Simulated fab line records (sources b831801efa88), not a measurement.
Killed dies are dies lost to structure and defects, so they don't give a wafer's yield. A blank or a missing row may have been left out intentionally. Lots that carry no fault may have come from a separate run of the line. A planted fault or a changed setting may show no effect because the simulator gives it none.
A struck lot beside a sound one || flow gf180mcu || 44 out of 602 route steps
Sound: wafers L291.1, L291.4, L291.6. Struck: wafer L304.2 (L304.3, L304.6, from the same lot, were not struck and are left out); the cause is given at the end.
Order at every step that has rows: each side's tool, ch and its chambers, its first start. Under that, the readings that differ: sound wafers || struck wafers || difference of the means || sigmas: that difference in standard deviations of wafers without a fault.
alike: readings with means less than 2 such deviations apart, plus words and numbers identical on both sides. not compared: withheld readings, readings lacking a value on some wafer, bounds such as >300 that could conceal the same value, and numbers that have no deviation in the record and whose values overlap.
Wherever a step has rows on one side only, a row that says differs or no value, or a row with sigmas, the two part there. Numbers that don't overlap but have no deviation are shown without sigmas and don't part them. Lack of a reading on every wafer of one side parts them only where that side has two or more wafers.

first, 3 steps without rows for these wafers: GF_CONTACT_CLEAN_20 (cleans in DIW); GF_CONTACT_CLEAN_21 (cleans in dHF, time 20 s); GF_CONTACT_SPUTTER_22 (material Ti, target thk 15 nm, time 80.02 s).
GF_CONTACT_SPUTTER_23: material TiN, target thk 10 nm, time 40 s.
  struck on pvd_sputter-02, day 22 04:33; sound on pvd_sputter-01, day 17 08:14
  alike: chamber_pressure_pa, throttle_valve_pct
then, 1 step without rows for these wafers: GF_CONTACT_CVD_24 (deposits W, target thk 300 nm, time 90.339 s).
GF_CONTACT_RS_MEAS_25: measures by four-point-probe.
  struck on film_metro-01, day 22 04:43; sound on film_metro-03, day 17 08:23
  alike: CONTACT_W_RS
GF_CONTACT_THK_MEAS_26: measures by xrf.
  struck on film_metro-01, day 22 04:49; sound on film_metro-03, day 17 08:30
  alike: CONTACT_W_THK
then, 1 step without rows for these wafers: GF_CONTACT_CMP_27 (polishes, stops on SiO2, t overpolish 15 s, target thk 0 nm).
GF_M1_SPUTTER_00: material Ti, target thk 37.5 nm, time 150 s.
  struck on pvd_sputter-01, day 22 05:10; sound on pvd_sputter-04, day 17 08:52
  alike: chamber_pressure_pa, throttle_valve_pct
GF_M1_SPUTTER_01: material TiN, target thk 30 nm, time 25 s.
  struck on pvd_sputter-01, day 22 05:16; sound on pvd_sputter-04, day 17 08:58
  alike: chamber_pressure_pa, throttle_valve_pct
GF_M1_SPUTTER_02: material AlCu, target thk 450 nm, time 23.9 s.
  struck on pvd_sputter-01, day 22 05:18; sound on pvd_sputter-04, day 17 08:59
  alike: chamber_pressure_pa, throttle_valve_pct
then, 1 step without rows for these wafers: GF_M1_SPUTTER_03 (material Ti, target thk 10 nm, time 6.7 s).
GF_M1_SPUTTER_04: material TiN, target thk 50 nm, time 41.7 s.
  struck on pvd_sputter-01, day 22 05:21; sound on pvd_sputter-04, day 17 09:02
{"reading": "model.TiN_of_M1_SPUTTER_04.thk_nm (nm)", "sound": "49.91 50.52 50.49", "struck": 59.12, "difference": "+8.81", "sigmas": ""}
  alike: chamber_pressure_pa, throttle_valve_pct
GF_M1_RS_MEAS_05: measures by four-point-probe.
  struck on film_metro-01, day 22 05:25; sound on film_metro-04, day 17 09:05
  alike: M1_ALCU_RS
GF_M1_THK_MEAS_06: measures by xrf.
  struck on film_metro-01, day 22 05:31; sound on film_metro-04, day 17 09:12
  alike: M1_ALCU_THK
then, 7 steps without rows for these wafers: GF_M1_DEHYDRATE_07 (time 60 s); GF_M1_HMDS_08 (prime time 60 s); GF_M1_COAT_09 (resist thk 1000 nm); GF_M1_SOFTBAKE_10 (time 60 s); GF_M1_EXPOSE_11 (exposes mask Metal1, target cd 230 nm); GF_M1_PEB_12 (peb time 90 s); GF_M1_DEVELOP_13 (develop time 60 s).
GF_M1_CD_MEAS_14: target cd 230 nm.
  struck on cd_sem-02, day 23 04:49; sound on cd_sem-02, day 18 08:25
  alike: cd_nm
GF_M1_OVL_MEAS_15:
  struck on overlay-02, day 23 04:55; sound on overlay-01, day 18 08:32
  alike: M1_OVL
then, 1 step without rows for these wafers: GF_M1_METAL_ETCH_16 (etches the open film in Cl2/BCl3, stops on SiO2, target depth 627.5 nm, time 104.6 s).
GF_M1_STRIP_17: strips in O2/N2.
  sound on plasma_asher-04 ch 0, day 18 08:41; struck on plasma_asher-03 ch 1, day 23 05:10
{"reading": "drypump_motor_current_A (A)", "sound": "5.8 5.8 5.8", "struck": 4.6, "difference": -1.2, "sigmas": -2}
  alike: heater_power_w, oes_product_au, strip_time_to_endpoint_s
  not compared: rf_hours_counter_h
then, 3 steps without rows for these wafers: GF_M1_STRIP_18 (strips in post etch residue remover, time 1200 s); GF_M1_CLEAN_19 (cleans in DIW); GF_V1_CVD_00 (deposits SiO2, target thk 600 nm, time 100 s).
GF_V1_THK_MEAS_01:
  struck on film_metro-04, day 23 05:47; sound on film_metro-04, day 18 09:17
  alike: V1_CVD_00_THK
then, 1 step without rows for these wafers: GF_V1_CVD_02 (deposits SiO2 from TEOS, target thk 850 nm, time 94.851 s).
GF_V1_THK_MEAS_03:
  struck on film_metro-02, day 23 05:55; sound on film_metro-01, day 18 09:25
  alike: V1_CVD_02_THK
then, 1 step without rows for these wafers: GF_V1_CMP_04 (polishes SiO2).
GF_V1_BOW_MEAS_05:
  struck on film_metro-04, day 23 06:17; sound on film_metro-01, day 18 09:47
  alike: V1_BOW
then, 8 steps without rows for these wafers: GF_V1_DEHYDRATE_06 (time 60 s); GF_V1_HMDS_07 (prime time 60 s); GF_V1_COAT_08; GF_V1_COAT_09 (resist thk 1000 nm); GF_V1_SOFTBAKE_10 (time 60 s); GF_V1_EXPOSE_11 (exposes mask Via1, target cd 260 nm); GF_V1_PEB_12 (peb time 90 s); GF_V1_DEVELOP_13 (develop time 60 s).
GF_V1_STRIP_19: strips in post etch residue remover, time 1200 s.
  sound on wet_bench-01 ch 3, day 19 10:36; struck on wet_bench-02 ch 0, day 24 04:57
{"reading": "model.TiN_of_M1_SPUTTER_04.thk_nm (nm)", "sound": "49.07 49.68 49.64", "struck": 58.29, "difference": "+8.83", "sigmas": ""}
  alike: temp_c
GF_PASSIVATION_PROBE_99:
  the record has rows for the sound wafers here (prober-01, day 30 01:42) and none for the struck ones

## WHERE THEY PART
Last at GF_PASSIVATION_PROBE_99 as far as this record goes, first at GF_M1_STRIP_17.

WHY: whatever the simulator had introduced
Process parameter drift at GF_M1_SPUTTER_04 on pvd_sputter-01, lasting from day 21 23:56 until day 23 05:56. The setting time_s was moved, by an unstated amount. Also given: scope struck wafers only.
